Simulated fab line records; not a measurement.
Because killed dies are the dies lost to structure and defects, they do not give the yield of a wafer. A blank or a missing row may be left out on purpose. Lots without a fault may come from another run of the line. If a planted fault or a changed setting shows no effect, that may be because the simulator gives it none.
A single fault, viewed from 2 desks    flow sky130    each desk has only its own numbers; what lay behind them comes last

## THE METROLOGY DESK
Means of the sampled wafers that have a number, per lot and without regard to the tool the lot ran on: this is what the gauges read. Any lot whose mean is over 4 standard deviations away from the usual mean is out of limits and marked OUT; that distance is given in the brackets.
Columns: A = SD_P_OVL at SKY_SD_P_OVL_MEAS_08, usual -1.3 nm
lot   first seen here  A
L179  day 25 16:07     -2.5
L182  day 26 17:05     -3.0
L186  day 28 07:34     1.2
L190  day 29 14:45     -1.1
L191  day 29 17:01     -1.0
L193  day 30 12:03     -2.1
L194  day 30 23:01     -1.8
L195  day 31 07:35     -0.3
L197  day 31 22:45     -2.6
L198  day 31 23:23     -1.6
L200  day 32 16:08     0.2
L201  day 32 20:40     -0.1
L202  day 33 08:23     -1.3
This desk's finding: nothing out of limits on any of the 13 lots.

## TOOL OWNER'S DESK, rie diel-02
The tool's own readings at SKY_VIA4_ETCH_12 (etches SiO2 in C4F8/O2/Ar, stops on TiN, target depth 580 nm): means of the sampled wafers that have a number, for each lot that ran on this tool. Any lot whose mean is over 4 standard deviations away from the usual mean is out of limits and marked OUT; that distance is given in the brackets.
Columns: A = bias w at SKY_VIA4_ETCH_12, usual 1200 W; B = chamber pressure mTorr at SKY_VIA4_ETCH_12, usual 40.00 mTorr; C = oes product au at SKY_VIA4_ETCH_12, usual 0.937 a.u.; D = rf fwd power W at SKY_VIA4_ETCH_12, usual 1491 W
lot   first seen here  A     B      C      D
L182  day 44 02:02     1201  40.01  0.937  1488
L194  day 47 05:23     1199  39.99  0.940  1490
L195  day 47 06:02     1204  40.01  0.938  1490
L197  day 48 02:11     1203  40.00  0.937  1488
L198  day 48 03:23     1205  40.01  0.936  1495
L202  day 48 21:23     1201  40.01  0.937  1492
This desk's finding: nothing out of limits on any of the 6 lots.

## BROUGHT TOGETHER
From the metrology desk's view, nothing was out of limits.
The desk of the tool owner found nothing out of limits.

## WHAT THE SIMULATOR HAD INSERTED
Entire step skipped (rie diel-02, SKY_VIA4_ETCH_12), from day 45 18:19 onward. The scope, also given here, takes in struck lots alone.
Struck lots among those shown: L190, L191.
